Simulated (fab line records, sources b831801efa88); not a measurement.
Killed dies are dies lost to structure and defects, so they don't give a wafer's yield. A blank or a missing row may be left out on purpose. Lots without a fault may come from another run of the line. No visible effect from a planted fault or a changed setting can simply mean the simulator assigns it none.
fab line records    flow gf180mcu    part 1 of 2: steps 1 to 27 of 38
record: lots: 5  wafers: 15  lastDay: 34
route steps=602 shown DUAL_GATE@144 POLY_GATE@157 HV_LDD@176
lots that met no fault: from a run of the same line without faults
startH: hours from the record's first day to the start of the lot's first wafer shown    waitH: hours elapsed since this lot's preceding step    " unchanged from the row above    L1.1+2: several wafers, shown together as one row    - no value present, or no start provided    * or withheld: withheld    < > ~ a bound
route shown NAME@n: names a module that has steps shown in the file, with the first one's number in the route    usual: the fault-free wafers' mean and standard deviation    same: alike in all rows    chamber/n: place in a boat    sites: per-site readings    _std_site: the standard deviation of these    _edge_site: mean of outer sites minus mean of inner sites    radiusMm: how far each site lies from the wafer's centre    mask NAME#n: copy n    behind: tool/chamber where the wafer was last shaped    hold: why the lot was held/for how many hours/how that ended    device: the transistor (n, p or np) that didn't switch    end of line: tests of these same wafers at the route's end    a step with no rows: only its recipe    killed: dies lost to structure and defects at the first sort, not the wafer's yield    map: shows each die of a wafer: x if killed, . if not, _ if none is there
set.NAME: the setting that was run; set.NAME@STEP: the one run at that earlier step    model.NAME: the simulator's own value behind a step, which no gauge read
lots at selected steps of the route; one table per step, one row per wafer
services: when a tool's chamber went out of use (startH, in hours from the record's first day, below 0 if earlier), for how many hours, and the reason
== steps ==
step: GF_DUAL_GATE_THK_MEAS_03
recipe: reads: SiO2_of_DUAL_GATE_OXIDATION_02
usual: DUAL_GATE_OXIDATION_00_THK: 11.04/0.27
lot.wafer  tool          chamber  startH  waitH  DUAL_GATE_OXIDATION_00_THK[nm]
L078.2     filmMetro-03  -        186.20  0.0    10.82
L078.4     "             -        "       "      10.90
L078.6     "             -        "       "      10.99
L079.1     filmMetro-02  -        193.11  0.0    10.78
L079.2     "             -        "       "      10.91
L079.4     "             -        "       "      10.77
L081.2     filmMetro-02  -        207.47  0.0    11.15
L081.4     "             -        "       "      10.96
L081.6     "             -        "       "      11.08
L092.1     filmMetro-02  -        279.70  0.0    11.09
L092.2     "             -        "       "      11.12
L092.4     "             -        "       "      11.13
L097.3     filmMetro-04  -        317.98  0.0    10.63
L097.4     "             -        "       "      10.66
L097.5     "             -        "       "      10.90
step: GF_DUAL_GATE_DEHYDRATE_04
recipe: tempC: 200  timeS: 60
lot.wafer   tool           chamber  startH  waitH
L078.2+4+6  lithoTrack-01  0        193.76  7.6
L079.1+2+4  lithoTrack-02  0        201.26  8.1
L081.2+4+6  lithoTrack-02  0        216.24  8.8
L092.1+2+4  lithoTrack-04  0        289.32  9.6
L097.3+4+5  lithoTrack-01  0        327.69  9.7
step: GF_DUAL_GATE_HMDS_05
recipe: primeTimeS: 60  primeTempC: 120
usual: primeTempC: 120.03/0.13
lot.wafer  tool           chamber  startH  waitH  primeTempC
L078.2     lithoTrack-01  0        193.91  0.1    119.99
L078.4     "              0        "       "      120.05
L078.6     "              0        "       "      119.96
L079.1     lithoTrack-02  0        201.41  0.1    120.00
L079.2     "              0        "       "      120.06
L079.4     "              0        "       "      120.07
L081.2     lithoTrack-02  0        216.39  0.1    119.89
L081.4     "              0        "       "      120.16
L081.6     "              0        "       "      120.02
L092.1     lithoTrack-04  0        289.47  0.1    119.91
L092.2     "              0        "       "      119.83
L092.4     "              0        "       "      119.82
L097.3     lithoTrack-01  0        327.84  0.1    120.09
L097.4     "              0        "       "      120.19
L097.5     "              0        "       "      120.04
step: GF_DUAL_GATE_COAT_06
recipe: resist: NOVOLAK  spinRpm: 3000  resistThkNm: 1000
usual: dispensePressureKPa: 47/6.6
lot.wafer  tool           chamber  startH  waitH  dispensePressureKPa
L078.2     lithoTrack-01  0        194.06  0.1    55
L078.4     "              0        "       "      55
L078.6     "              0        "       "      55
L079.1     lithoTrack-02  0        201.56  0.1    42
L079.2     "              0        "       "      42
L079.4     "              0        "       "      42
L081.2     lithoTrack-02  0        216.54  0.1    42
L081.4     "              0        "       "      42
L081.6     "              0        "       "      42
L092.1     lithoTrack-04  0        289.62  0.1    41
L092.2     "              0        "       "      41
L092.4     "              0        "       "      41
L097.3     lithoTrack-01  0        327.99  0.1    55
L097.4     "              0        "       "      55
L097.5     "              0        "       "      55
step: GF_DUAL_GATE_SOFTBAKE_07
recipe: tempC: 90  timeS: 60  resist: NOVOLAK
lot.wafer   tool           chamber  startH  waitH
L078.2+4+6  lithoTrack-01  0        194.21  0.1
L079.1+2+4  lithoTrack-02  0        201.71  0.1
L081.2+4+6  lithoTrack-02  0        216.69  0.1
L092.1+2+4  lithoTrack-04  0        289.77  0.1
L097.3+4+5  lithoTrack-01  0        328.14  0.1
step: GF_DUAL_GATE_EXPOSE_08
recipe: maskId: Dualgate  targetCdNm: 700  na: 0.6  sourceShape: conventional  sigmaOuter: 0.6  doseMj: 140
usual: focusOffsetNm: -0.1/0.57
same: na: 0.6
lot.wafer  tool             chamber  startH  waitH  mask        focusOffsetNm
L078.2     ilineStepper-02  0        -       -      Dualgate#0  -0.2
L078.4     "                0        "       "      Dualgate#0  0.6
L078.6     "                0        "       "      Dualgate#0  1.0
L079.1     ilineStepper-02  0        -       -      Dualgate#0  -1.0
L079.2     "                0        "       "      Dualgate#0  -0.5
L079.4     "                0        "       "      Dualgate#0  -0.7
L081.2     ilineStepper-02  0        -       -      Dualgate#0  -0.4
L081.4     "                0        "       "      Dualgate#0  -0.1
L081.6     "                0        "       "      Dualgate#0  -0.1
L092.1     ilineStepper-01  0        -       -      Dualgate#0  0.6
L092.2     "                0        "       "      Dualgate#0  0.8
L092.4     "                0        "       "      Dualgate#0  0.1
L097.3     ilineStepper-01  0        -       -      Dualgate#0  0.5
L097.4     "                0        "       "      Dualgate#0  -0.5
L097.5     "                0        "       "      Dualgate#0  -0.1
step: GF_DUAL_GATE_PEB_09
recipe: tempC: withheld  timeS: *  resist: NOVOLAK
lot.wafer   tool           chamber  startH  waitH
L078.2+4+6  lithoTrack-01  0        -       -
L079.1+2+4  lithoTrack-01  0        -       -
L081.2+4+6  lithoTrack-04  0        -       -
L092.1+2+4  lithoTrack-01  0        -       -
L097.3+4+5  lithoTrack-02  0        -       -
step: GF_DUAL_GATE_DEVELOP_10
recipe: developTimeS: 60  devTempC: 23
lot.wafer   tool           chamber  startH  waitH
L078.2+4+6  lithoTrack-01  0        202.76  0.1
L079.1+2+4  lithoTrack-01  0        209.89  0.1
L081.2+4+6  lithoTrack-04  0        225.40  0.1
L092.1+2+4  lithoTrack-01  0        299.79  0.1
L097.3+4+5  lithoTrack-02  0        338.61  0.1
step: GF_DUAL_GATE_OVL_MEAS_11
usual: DUAL_GATE_OVL: 0.3/1.4
lot.wafer  tool        chamber  startH  waitH  DUAL_GATE_OVL[nm]
L078.2     overlay-01  -        202.89  0.1    -0.2
L078.4     "           -        "       "      -0.2
L078.6     "           -        "       "      0.0
L079.1     overlay-02  -        210.04  0.1    0.1
L079.2     "           -        "       "      0.4
L079.4     "           -        "       "      1.4
L081.2     overlay-01  -        225.53  0.1    2.3
L081.4     "           -        "       "      2.0
L081.6     "           -        "       "      1.5
L092.1     overlay-01  -        299.94  0.1    -0.1
L092.2     "           -        "       "      -0.5
L092.4     "           -        "       "      -1.2
L097.3     overlay-01  -        338.72  0.1    1.2
L097.4     "           -        "       "      1.6
L097.5     "           -        "       "      1.6
step: GF_DUAL_GATE_WET_ETCH_12
recipe: chemistry: dHF  targetDepthNm: 13  dry: n2Spin  target: SiO2  tempC: 25  dilution: 100:1  timeS: 260
lot.wafer   tool         chamber  startH  waitH
L078.2+4+6  wetBench-03  3        202.92  0.0
L079.1+2+4  wetBench-03  3        210.07  0.0
L081.2+4+6  wetBench-04  3        225.56  0.0
L092.1+2+4  wetBench-04  0        299.97  0.0
L097.3+4+5  wetBench-04  0        338.75  0.0
step: GF_DUAL_GATE_STRIP_13
recipe: chemistry: O2/N2  powerW: 1400  pressureMtorr: 1500  platenTempC: 250  o2FlowSccm: 3000  n2FlowSccm: 300  overashFraction: 0.5
usual: drypumpMotorCurrentA: 5.7/0.52  heaterPowerW: 368/39  n2FlowSccm: 300.1/0.87  oesProductAu: 0.716/0.0042  stripTimeToEndpointS: 12.62/0.036
lot.wafer  tool            chamber  startH  waitH  drypumpMotorCurrentA  heaterPowerW  n2FlowSccm  oesProductAu  rfHoursCounterH  stripTimeToEndpointS
L078.2     plasmaAsher-02  0        203.01  0.0    6.5                   353           300.4       0.708         39               12.63
L078.4     "               1        "       "      6.1                   340           299.2       0.714         -                12.59
L078.6     "               1        "       "      6.1                   339           299.3       0.709         -                12.63
L079.1     plasmaAsher-04  1        210.15  0.0    5.1                   345           299.3       0.716         55               12.57
L079.2     "               0        "       "      5.7                   333           299.1       0.719         55               12.57
L079.4     "               1        "       "      5.1                   335           300.5       0.714         -                12.58
L081.2     plasmaAsher-03  1        225.64  0.0    5.1                   449           300.1       0.717         12               12.60
L081.4     "               1        "       "      5.0                   439           299.5       0.714         -                12.57
L081.6     "               0        "       "      5.7                   380           300.3       0.716         -                12.61
L092.1     plasmaAsher-02  0        300.05  0.0    6.5                   347           298.8       0.723         48               12.63
L092.2     "               1        "       "      6.0                   338           300.3       0.718         48               12.64
L092.4     "               1        "       "      6.0                   350           301.1       0.718         -                12.63
L097.3     plasmaAsher-03  1        338.86  0.0    5.1                   436           298.9       0.712         -                12.69
L097.4     "               0        "       "      5.7                   383           300.4       0.719         -                12.67
L097.5     "               1        "       "      5.1                   439           299.1       0.719         -                12.64
step: GF_DUAL_GATE_CLEAN_14
recipe: chemistry: SC1/SC2  mix: 1:4:20  tempC: 70  timeS: 150  dry: n2Spin
lot.wafer   tool         chamber  startH  waitH
L078.2+4+6  wetBench-01  3        203.11  0.1
L079.1+2+4  wetBench-04  2        210.25  0.1
L081.2+4+6  wetBench-03  3        225.74  0.1
L092.1+2+4  wetBench-03  3        300.15  0.1
L097.3+4+5  wetBench-03  1        338.93  0.0
step: GF_DUAL_GATE_OXIDATION_15
recipe: tempC: 850  ambient: O2  stabiliseS: 600  purgeS: 300  targetThkA: 70.98  oxTimeS: 1995
usual: spikeTcLowerC: 850.2/1.6  zonePowerCentrePct: 15.75/0.15  zonePowerTopPct: 33/4
same: oxTimeS: 1995
lot.wafer  tool        chamber  startH  waitH  spikeTcLowerC  zonePowerCentrePct  zonePowerTopPct
L078.2     furnace-02  0        203.17  0.0    852.8          15.70               27
L078.4     "           0        "       "      851.7          15.85               27
L078.6     "           0        "       "      852.8          15.68               28
L079.1     furnace-01  0        210.30  0.0    848.5          15.74               36
L079.2     "           0        "       "      848.9          15.69               36
L079.4     "           0        "       "      848.5          15.78               36
L081.2     furnace-02  0        227.10  1.3    851.4          15.76               28
L081.4     "           0        "       "      853.1          15.77               28
L081.6     "           0        "       "      850.3          15.50               28
L092.1     furnace-02  0        301.05  0.8    852.3          15.65               28
L092.2     "           0        "       "      853.5          15.72               28
L092.4     "           0        "       "      851.7          15.80               28
L097.3     furnace-01  0        339.77  0.8    849.3          15.44               36
L097.4     "           0        "       "      849.3          15.67               36
L097.5     "           0        "       "      849.7          15.84               36
step: GF_POLY_GATE_CVD_00
recipe: material: poly-Si  targetThkNm: 200  tempC: 620  timeS: 1200  pressureMtorr: 200
usual: spikeTcLowerC: 619.5/1.3  zonePowerCentrePct: 9.5/0.55  zonePowerTopPct: 19.9/0.97
lot.wafer  tool      chamber  startH  waitH  spikeTcLowerC  zonePowerCentrePct  zonePowerTopPct
L078.2     lpcvd-01  0        204.72  0.0    619.3          9.7                 18.1
L078.4     "         0        "       "      617.9          9.8                 18.5
L078.6     "         0        "       "      621.1          9.8                 18.3
L079.1     lpcvd-02  1        211.86  0.0    618.2          8.7                 19.5
L079.2     "         1        "       "      620.0          8.6                 19.6
L079.4     "         1        "       "      620.2          8.6                 19.5
L081.2     lpcvd-01  1        228.66  0.0    620.2          9.4                 20.6
L081.4     "         1        "       "      618.1          9.5                 20.1
L081.6     "         1        "       "      618.5          9.6                 20.1
L092.1     lpcvd-01  1        302.60  0.0    619.6          9.6                 19.8
L092.2     "         1        "       "      618.3          9.4                 20.0
L092.4     "         1        "       "      617.9          9.5                 20.3
L097.3     lpcvd-02  1        342.31  1.0    618.9          8.7                 19.6
L097.4     "         1        "       "      619.6          8.6                 19.6
L097.5     "         1        "       "      620.7          8.8                 19.3
step: GF_POLY_GATE_THK_MEAS_01
recipe: reads: poly-Si_of_POLY_GATE_CVD_00
usual: POLY_GATE_CVD_00_THK: 199.9/1.8
lot.wafer  tool          chamber  startH  waitH  POLY_GATE_CVD_00_THK[nm]
L078.2     filmMetro-03  -        206.73  0.0    202.4
L078.4     "             -        "       "      201.1
L078.6     "             -        "       "      202.3
L079.1     filmMetro-01  -        213.19  0.0    202.7
L079.2     "             -        "       "      203.3
L079.4     "             -        "       "      203.0
L081.2     filmMetro-03  -        230.00  0.0    200.3
L081.4     "             -        "       "      199.7
L081.6     "             -        "       "      198.2
L092.1     filmMetro-03  -        303.93  0.0    198.9
L092.2     "             -        "       "      199.0
L092.4     "             -        "       "      197.5
L097.3     filmMetro-01  -        343.66  0.0    199.6
L097.4     "             -        "       "      198.1
L097.5     "             -        "       "      199.2
step: GF_POLY_GATE_DEHYDRATE_02
recipe: tempC: 200  timeS: 60
lot.wafer   tool           chamber  startH  waitH
L078.2+4+6  lithoTrack-02  0        215.19  8.4
L079.1+2+4  lithoTrack-04  0        221.37  8.2
L081.2+4+6  lithoTrack-03  0        238.60  8.6
L092.1+2+4  lithoTrack-02  0        313.46  9.5
L097.3+4+5  lithoTrack-03  0        353.73  10.1
step: GF_POLY_GATE_HMDS_03
recipe: primeTimeS: 60  primeTempC: 120
usual: primeTempC: 120.02/0.13
lot.wafer  tool           chamber  startH  waitH  primeTempC
L078.2     lithoTrack-02  0        215.34  0.1    119.93
L078.4     "              0        "       "      119.87
L078.6     "              0        "       "      120.01
L079.1     lithoTrack-04  0        221.52  0.1    120.15
L079.2     "              0        "       "      119.95
L079.4     "              0        "       "      120.05
L081.2     lithoTrack-03  0        238.75  0.1    120.10
L081.4     "              0        "       "      120.23
L081.6     "              0        "       "      120.00
L092.1     lithoTrack-02  0        313.61  0.1    120.12
L092.2     "              0        "       "      120.18
L092.4     "              0        "       "      120.25
L097.3     lithoTrack-03  0        353.88  0.1    119.96
L097.4     "              0        "       "      120.04
L097.5     "              0        "       "      119.95
step: GF_POLY_GATE_COAT_04
recipe: resist: BARC  tempC: withheld  timeS: withheld  spinRpm: withheld  resistThkNm: withheld
usual: dispensePressureKPa: 47/7.1
lot.wafer  tool           chamber  startH  waitH  dispensePressureKPa
L078.2     lithoTrack-02  0        215.49  0.1    42
L078.4     "              0        "       "      42
L078.6     "              0        "       "      42
L079.1     lithoTrack-04  0        221.67  0.1    41
L079.2     "              0        "       "      41
L079.4     "              0        "       "      41
L081.2     lithoTrack-03  0        238.90  0.1    57
L081.4     "              0        "       "      57
L081.6     "              0        "       "      57
L092.1     lithoTrack-02  0        313.76  0.1    42
L092.2     "              0        "       "      42
L092.4     "              0        "       "      42
L097.3     lithoTrack-03  0        354.03  0.1    57
L097.4     "              0        "       "      57
L097.5     "              0        "       "      57
step: GF_POLY_GATE_COAT_05
recipe: resist: KrF  spinRpm: withheld  resistThkNm: 700
usual: dispensePressureKPa: 47/7.1
lot.wafer  tool           chamber  startH  waitH  dispensePressureKPa
L078.2     lithoTrack-02  0        -       -      42
L078.4     "              0        "       "      42
L078.6     "              0        "       "      42
L079.1     lithoTrack-04  0        -       -      41
L079.2     "              0        "       "      41
L079.4     "              0        "       "      41
L081.2     lithoTrack-03  0        -       -      57
L081.4     "              0        "       "      57
L081.6     "              0        "       "      57
L092.1     lithoTrack-02  0        -       -      42
L092.2     "              0        "       "      42
L092.4     "              0        "       "      42
L097.3     lithoTrack-03  0        -       -      57
L097.4     "              0        "       "      57
L097.5     "              0        "       "      57
step: GF_POLY_GATE_SOFTBAKE_06
recipe: tempC: 130  timeS: 60  resist: KrF
lot.wafer   tool           chamber  startH  waitH
L078.2+4+6  lithoTrack-02  0        -       -
L079.1+2+4  lithoTrack-04  0        -       -
L081.2+4+6  lithoTrack-03  0        -       -
L092.1+2+4  lithoTrack-02  0        -       -
L097.3+4+5  lithoTrack-03  0        -       -
step: GF_POLY_GATE_EXPOSE_07
recipe: maskId: Poly2  targetCdNm: 280  na: 0.68  sourceShape: conventional  sigmaOuter: 0.6  doseMj: 28
usual: focusOffsetNm: 0.1/0.54
same: na: 0.68
lot.wafer  tool           chamber  startH  waitH  mask     focusOffsetNm
L078.2     krfScanner-01  0        -       -      Poly2#0  -0.9
L078.4     "              0        "       "      Poly2#0  -0.2
L078.6     "              0        "       "      Poly2#0  0.1
L079.1     krfScanner-01  0        -       -      Poly2#0  -0.7
L079.2     "              0        "       "      Poly2#0  -0.4
L079.4     "              0        "       "      Poly2#0  -0.4
L081.2     krfScanner-02  0        -       -      Poly2#0  -0.6
L081.4     "              0        "       "      Poly2#0  -0.4
L081.6     "              0        "       "      Poly2#0  -0.1
L092.1     krfScanner-01  0        -       -      Poly2#0  -0.2
L092.2     "              0        "       "      Poly2#0  0.3
L092.4     "              0        "       "      Poly2#0  -0.2
L097.3     krfScanner-02  0        -       -      Poly2#0  0.0
L097.4     "              0        "       "      Poly2#0  -0.3
L097.5     "              0        "       "      Poly2#0  -0.1
step: GF_POLY_GATE_PEB_08
recipe: pebTempC: 135  pebTimeS: 90  resist: KrF
lot.wafer   tool           chamber  startH  waitH
L078.2+4+6  lithoTrack-02  0        -       -
L079.1+2+4  lithoTrack-03  0        -       -
L081.2+4+6  lithoTrack-03  0        -       -
L092.1+2+4  lithoTrack-03  0        -       -
L097.3+4+5  lithoTrack-03  0        -       -
step: GF_POLY_GATE_DEVELOP_09
recipe: developTimeS: 60  resist: KrF  devTempC: 21
lot.wafer   tool           chamber  startH  waitH
L078.2+4+6  lithoTrack-02  0        224.84  0.2
L079.1+2+4  lithoTrack-03  0        231.18  0.2
L081.2+4+6  lithoTrack-03  0        248.45  0.2
L092.1+2+4  lithoTrack-03  0        324.03  0.2
L097.3+4+5  lithoTrack-03  0        365.02  0.1
step: GF_POLY_GATE_CD_MEAS_10
recipe: targetCdNm: 280
usual: cdNm: 279.9/1.4
lot.wafer  tool      chamber  startH  waitH  cdNm
L078.2     cdSem-01  -        224.98  0.1    280.5
L078.4     "         -        "       "      281.2
L078.6     "         -        "       "      279.9
L079.1     cdSem-02  -        231.33  0.1    278.7
L079.2     "         -        "       "      279.2
L079.4     "         -        "       "      279.8
L081.2     cdSem-01  -        248.60  0.1    280.6
L081.4     "         -        "       "      279.2
L081.6     "         -        "       "      280.4
L092.1     cdSem-02  -        324.18  0.1    281.5
L092.2     "         -        "       "      281.3
L092.4     "         -        "       "      282.4
L097.3     cdSem-01  -        365.16  0.1    282.5
L097.4     "         -        "       "      282.1
L097.5     "         -        "       "      281.7
step: GF_POLY_GATE_OVL_MEAS_11
usual: POLY_GATE_OVL: 1/4.9
lot.wafer  tool        chamber  startH  waitH  POLY_GATE_OVL[nm]
L078.2     overlay-01  -        225.09  0.1    -3
L078.4     "           -        "       "      7
L078.6     "           -        "       "      -4
L079.1     overlay-01  -        231.45  0.1    3
L079.2     "           -        "       "      5
L079.4     "           -        "       "      5
L081.2     overlay-02  -        248.70  0.1    -9
L081.4     "           -        "       "      -6
L081.6     "           -        "       "      -9
L092.1     overlay-02  -        324.30  0.1    3
L092.2     "           -        "       "      1
L092.4     "           -        "       "      -2
L097.3     overlay-01  -        365.26  0.1    3
L097.4     "           -        "       "      2
L097.5     "           -        "       "      1
step: GF_POLY_GATE_ETCH_12
recipe: chemistry: N2/H2  targetDepthA: withheld  overetchA: withheld  timeS: withheld  target: BARC  ionEnergyEv: 200  sourceW: 500  biasW: 100  pressureMtorr: 30  n2FlowSccm: 100  h2FlowSccm: 200
usual: drypumpMotorCurrentA: 5.8/0.47  n2FlowSccm: 100.03/0.29  oesProductAu: 0.735/0.0049  throttleValvePct: 13.213/0.01
lot.wafer  tool        chamber  startH  waitH  drypumpMotorCurrentA  n2FlowSccm  oesProductAu  throttleValvePct
L078.2     rieDiel-02  0        225.12  0.0    5.9                   99.83       0.730         13.205
L078.4     "           2        "       "      6.0                   100.43      0.736         13.225
L078.6     "           1        "       "      5.4                   99.82       0.730         13.216
L079.1     rieDiel-02  2        231.48  0.0    6.0                   99.92       0.741         13.210
L079.2     "           1        "       "      5.4                   100.18      0.738         13.200
L079.4     "           3        "       "      5.9                   100.12      0.745         13.237
L081.2     rieDiel-02  3        248.73  0.0    5.9                   99.94       0.728         13.199
L081.4     "           0        "       "      5.9                   100.10      0.738         13.210
L081.6     "           1        "       "      5.4                   99.70       0.740         13.206
L092.1     rieDiel-03  1        324.33  0.0    5.1                   99.93       0.732         13.196
L092.2     "           3        "       "      5.5                   99.49       0.728         13.209
L092.4     "           0        "       "      5.9                   100.06      0.735         13.209
L097.3     rieDiel-03  0        365.28  0.0    5.9                   100.25      0.744         13.215
L097.4     "           1        "       "      5.1                   99.80       0.741         13.212
L097.5     "           2        "       "      5.6                   100.07      0.738         13.219
step: GF_POLY_GATE_ETCH_13
recipe: target: poly-Si  targetDepthNm: 198.5  stopOn: SiO2  overEtchFrac: 0.403  chemistry: HBr/Cl2  icpW: 400  biasW: 100  pressureMtorr: 10  HBr_flow_sccm: 150  Cl2_flow_sccm: 50  timeS: 69.6
usual: drypumpMotorCurrentA: 5.9/0.62  oesProductAu: 0.990/0.007  throttleValvePct: 33.683/0.0087
lot.wafer  tool      chamber  startH  waitH  drypumpMotorCurrentA  oesProductAu  rfHoursCounterH  throttleValvePct
L078.2     rieSi-01  2        225.17  -      5.4                   1.005         74               33.664
L078.4     "         0        "       "      5.1                   0.991         0                33.693
L078.6     "         2        "       "      5.4                   1.001         -                33.678
L079.1     rieSi-01  1        231.53  -      6.1                   1.000         21               33.678
L079.2     "         0        "       "      5.1                   0.996         0                33.686
L079.4     "         3        "       "      6.8                   0.990         68               33.683
L081.2     rieSi-01  0        248.78  -      5.1                   0.978         0                33.663
L081.4     "         3        "       "      6.8                   0.993         68               33.691
L081.6     "         0        "       "      5.1                   0.976         -                33.691
L092.1     rieSi-01  0        324.38  -      5.1                   0.984         1                33.688
L092.2     "         1        "       "      6.1                   0.983         22               33.683
L092.4     "         3        "       "      6.7                   0.976         69               33.686
L097.3     rieSi-01  2        365.33  -      5.5                   0.997         75               33.678
L097.4     "         1        "       "      6.1                   0.984         23               33.687
L097.5     "         0        "       "      5.1                   0.989         -                33.690
